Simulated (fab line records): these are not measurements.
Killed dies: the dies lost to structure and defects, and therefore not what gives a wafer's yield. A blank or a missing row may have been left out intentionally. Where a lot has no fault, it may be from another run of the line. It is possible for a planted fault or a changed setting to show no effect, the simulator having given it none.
Comparing a struck lot with a sound one | flow sky130 | 34 steps out of a route of 708
Sound: these wafers, L883.2, L883.5, L883.6. The struck wafers were L885.3, L885.5, L885.6. At the end, the cause is stated.
At each step with rows: each side's tool, then ch and its chambers, then its first start. Under that, the readings that differ: sound wafers | struck wafers | difference of the means | sigmas: that difference in standard deviations of wafers without a fault.
alike: same words and numbers on both sides, and readings whose means sit less than 2 such deviations apart. not compared: any withheld reading, any reading some wafer has no value for, any bound like >300 that may hide the same value, and any number with overlapping values for which the record gives no deviation.
Wherever a step has rows on one side only, a row that says differs or no value, or a row with sigmas, the two part there. Numbers that have no deviation but don't overlap get no sigmas and don't part them. A reading missing from all wafers of one side parts the sides only when that side holds two or more wafers.

first, 7 steps without rows for these wafers: SKY_SONOS_TUNNEL_DEVELOP_06 (develop time 60 s); SKY_SONOS_TUNNEL_IMPLANT_09; SKY_SONOS_TUNNEL_WET_ETCH_10 (etches SiO2 in dHF, target depth 14 nm, time 280 s); SKY_SONOS_TUNNEL_STRIP_11 (strips in SPM, time 600 s); SKY_SONOS_TUNNEL_CLEAN_13 (cleans in dHF, time 20 s); SKY_SONOS_ONO_OXIDATION_00 (stabilise 600 s, purge 300 s, target thk 2.6 nm); SKY_SONOS_ONO_CVD_02 (deposits Si3N4 from DCS/NH3, target thk 10.5 nm, time 180 s).
SKY_SONOS_ONO_CVD_04: deposits SiO2 from SiH4/N2O, target thk 5.7199 nm.
  sound on lpcvd-03 ch 1, day 15 23:31; struck on lpcvd-03 ch 0, day 16 17:01
  reading                  | sound             | struck            | difference | sigmas
  spike_tc_centre_C (C)    | 898.4 900.5 900.4 | 923.4 924.9 925.2 | +24.7      | +22
  zone_power_lower_pct (%) | 16.20 15.81 16.40 | 12.31 12.46 12.71 | -3.64      | -19
  zone_power_upper_pct (%) | 16.75 17.27 16.87 | 12.54 12.31 12.50 | -4.51      | -18
  alike: zone_power_centre_pct
  not compared: model.SiO2_of_SONOS_ONO_CVD_04.thk_nm
SKY_SONOS_ONO_THK_MEAS_05:
  struck on film_metro-04, day 16 18:17; sound on film_metro-04, day 16 00:46
  alike: SONOS_ONO_CVD_04_THK
then, 23 steps without rows for these wafers: SKY_SONOS_ONO_DEHYDRATE_06 (time 60 s); SKY_SONOS_ONO_HMDS_07 (prime time 60 s); SKY_SONOS_ONO_COAT_08 (resist thk 1140 nm); SKY_SONOS_ONO_SOFTBAKE_09 (time 60 s); SKY_SONOS_ONO_EXPOSE_10 (exposes mask ONOM, target cd 410 nm); SKY_SONOS_ONO_PEB_11; SKY_SONOS_ONO_DEVELOP_12 (develop time 60 s); SKY_SONOS_ONO_ETCH_15 (etches the open film in CHF3/O2, target depth 19.52 nm, time 7.8 s); SKY_SONOS_ONO_WET_ETCH_16 (etches SiO2 in dHF, target depth 14 nm, time 280 s); SKY_SONOS_ONO_STRIP_17 (strips in O2/N2); SKY_SONOS_ONO_WET_ETCH_18 (etches Si3N4 in H3PO4, target depth 15 nm, time 172 s); SKY_GATE_OXIDE_CLEAN_00 (cleans in SC1/SC2, time 150 s); SKY_GATE_OXIDE_OXIDATION_01 (stabilise 600 s, purge 300 s, target thk 10.268 nm); SKY_GATE_OXIDE_DEHYDRATE_03 (time 60 s); SKY_GATE_OXIDE_HMDS_04 (prime time 60 s); SKY_GATE_OXIDE_COAT_05 (resist thk 1140 nm); SKY_GATE_OXIDE_SOFTBAKE_06 (time 60 s); SKY_GATE_OXIDE_EXPOSE_07 (exposes mask LVOM, target cd 600 nm); SKY_GATE_OXIDE_PEB_08; SKY_GATE_OXIDE_DEVELOP_09 (develop time 60 s); SKY_GATE_OXIDE_IMPLANT_11; SKY_GATE_OXIDE_WET_ETCH_12 (etches SiO2 in dHF, target depth 16.8 nm, time 336 s); SKY_GATE_OXIDE_STRIP_13 (strips in O2/N2).
-- the record jumps here: 3 days lie between the struck wafers' starts before and after --
SKY_GATE_OXIDE_CLEAN_15: cleans in SC1/SC2, time 150 s.
  sound on wet_bench-04 ch 0, day 18 10:40; struck on wet_bench-01 ch 3, day 19 07:20
  reading                | sound          | struck         | difference | sigmas
  bath_heat_duty_pct (%) | 15.7 15.0 16.1 | 12.8 11.6 11.4 | -3.7       | -3
  not compared: model.SiO2_of_SONOS_ONO_CVD_04.thk_nm
-- a jump in the record: the struck wafers' starts before and after are 30 days apart (it breaks off in module GATE_OXIDE and resumes in module PAD_OPEN, where the first step shown is number 708 of the route) --
SKY_PAD_OPEN_PROBE_99:
  struck on prober-02, day 49 15:09; sound on prober-01, day 49 03:31
  reading                               | sound               | struck               | difference | sigmas
  model.etest.cap_ono.gate_log10_a_cm2  | -7.936 -7.76 -7.845 | -8.386 -8.047 -8.14  | -0.344     |
  model.etest.cap_ono.tox_acc_nm (nm)   | 12.9 12.72 12.74    | 13.26 12.99 13.08    | +0.32      |
  model.etest.sonos_programmed.vt_v (V) | 1.464 1.476 1.456   | 1.275 1.44 1.404     | -0.092     |
  model.etest.sonos_baked.vt_v (V)      | 0.9638 1.01 0.9801  | 0.7954 0.8854 0.8703 | -0.1343    |
  alike: killed_at_M0_to_M3, killed_at_M4_up, killed_at_contacts, killed_at_front_end, killed_at_other, killed_dies, killed_open, killed_short
  not compared: model.etest.sonos_erased.drive_ua_um, model.etest.sonos_uncharged.r_on_ohm_um, model.etest.cap_ono.gate_bv_v, model.etest.sonos_erased.vt_v

## WHERE THEY PART
First at SKY_SONOS_ONO_CVD_04; last, within this record, at SKY_GATE_OXIDE_CLEAN_15. Later steps at which nothing parts them and some readings are alike: SKY_PAD_OPEN_PROBE_99.

WHY: whatever the simulator had introduced
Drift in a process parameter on lpcvd-03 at SKY_SONOS_ONO_CVD_04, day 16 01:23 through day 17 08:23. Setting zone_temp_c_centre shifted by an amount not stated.
